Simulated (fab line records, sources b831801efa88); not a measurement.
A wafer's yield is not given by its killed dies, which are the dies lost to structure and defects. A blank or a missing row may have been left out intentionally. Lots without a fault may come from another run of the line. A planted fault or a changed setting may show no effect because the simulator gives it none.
8D (eight disciplines) problem report, filled in by code ; flow sky130 ; the parts of the form that need people (team, actions taken, sign-off) are left out

## 1. THE ISSUE
A mean of 0.782 a.u. is read at SKY_POLY_CUT_ETCH_11 for oes product au, taken on 1 wafer of 1 lot, against 0.828 a.u. (standard deviation 0.0066) on wafers free of any fault. That puts it -7.0 standard deviations away from the usual mean.
The step: etches Si3N4 in CF4/CH2F2/Ar, stops on poly-Si, time 42.5 s, target depth 60 nm.
Seen first at day 28 09:58 on rie diel-03, wafer L372.4. The record holds 33 wafers of 11 lots with a number at this step. The rule behind "out" and "out of limits": a value lying over 4 standard deviations away from the usual mean. The rest of the wafers with a number are treated as sound.

## 2. WHAT IT IS; WHAT IT IS NOT
question;is;is not
which readings at this step;oes product au;drypump motor current A, throttle valve pct
which lots;L372;L360, L361, L366, L373, L374, L375, L376, L380, L381, L383
which wafers of those lots;L372.4;L372.2, L372.5
read on which tools;rie diel-03;rie diel-01, rie diel-04
when;from day 28 09:58;"up to then (11 sound wafers); but 21 sound wafers of L373, L374, L375, L376, L380, L381, L383 came after"

## 3. THE SUSPECTS, EACH WITH WHAT RULES IT OUT
Counting: if a tool at a process step up to the reading ran every lot that is out, it stays a suspect. Sound lots after the first of them don't rule it out here, since some wafers of a struck lot are sound.
- rie diel-03 at SKY_SPACER_ETCHBACK_02 (etches Si3N4 in CH3F/O2, stops on SiO2, time 46.7 s, target depth 45 nm): kept. It ran the lot that is out, L372 (day 27 05:23); its last sound lot up to then is L366 (day 25 07:14).
- rie diel-03 at SKY_POLY_CUT_ETCH_11 (etches Si3N4 in CF4/CH2F2/Ar, stops on poly-Si, time 42.5 s, target depth 60 nm): kept. It ran the lot that is out, L372 (day 28 09:58); its last sound lot up to then is L366 (day 26 12:10). Out on those wafers are its own readings of oes product au.
- At SKY_SPACER_ETCHBACK_02, inside rie diel-03: chamber 1 took the wafers that are out, while their sound lot-mates went through chambers 0, 2.
- At SKY_POLY_CUT_ETCH_11, inside rie diel-03: chamber 3 took the wafers that are out, while their sound lot-mates went through chambers 0, 1.
After counting, rie diel-03 at SKY_SPACER_ETCHBACK_02 and rie diel-03 at SKY_POLY_CUT_ETCH_11 remain.

## 4. THE CAUSE (what the simulator had put in)
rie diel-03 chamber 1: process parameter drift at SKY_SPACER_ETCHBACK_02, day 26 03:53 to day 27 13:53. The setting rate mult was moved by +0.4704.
Counting left 2 suspects, and this tool is among them.

## 5. THE CHAIN OF EFFECTS, in route order
Each row: a reading where the mean over the struck wafers with a number is more than 3 standard deviations away from the usual. Only readings whose record carries a usual standard deviation are examined. hours: median over the lots of the time between each lot's start at the first step of this table that gives one and its start at this step. sigmas: the change, counted in usual standard deviations.
hours;step;reading;usual;on struck wafers;change;sigmas
0;SKY_POLY_CUT_ETCH_11;oes product au;0.828 a.u.;0.782;-0.046;-7.0
Its process steps:
- SKY_POLY_CUT_ETCH_11: etches Si3N4 in CF4/CH2F2/Ar, stops on poly-Si, time 42.5 s, target depth 60 nm.

## 6. WHAT WOULD HAVE CAUGHT IT SOONER
The fault began at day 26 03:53; the first out-of-limits reading in this record came at day 28 09:58, 54 hours later.
Tool readings at SKY_SPACER_ETCHBACK_02 with a usual standard deviation given in the record: none out on any struck wafer, hence no alarm at a limit of 4 standard deviations on them.
By day 28 09:58 the whole set of lots that are out, 1 in number, had already begun SKY_SPACER_ETCHBACK_02 on rie diel-03. Had the tool been put on hold then, not one of them would have been saved.
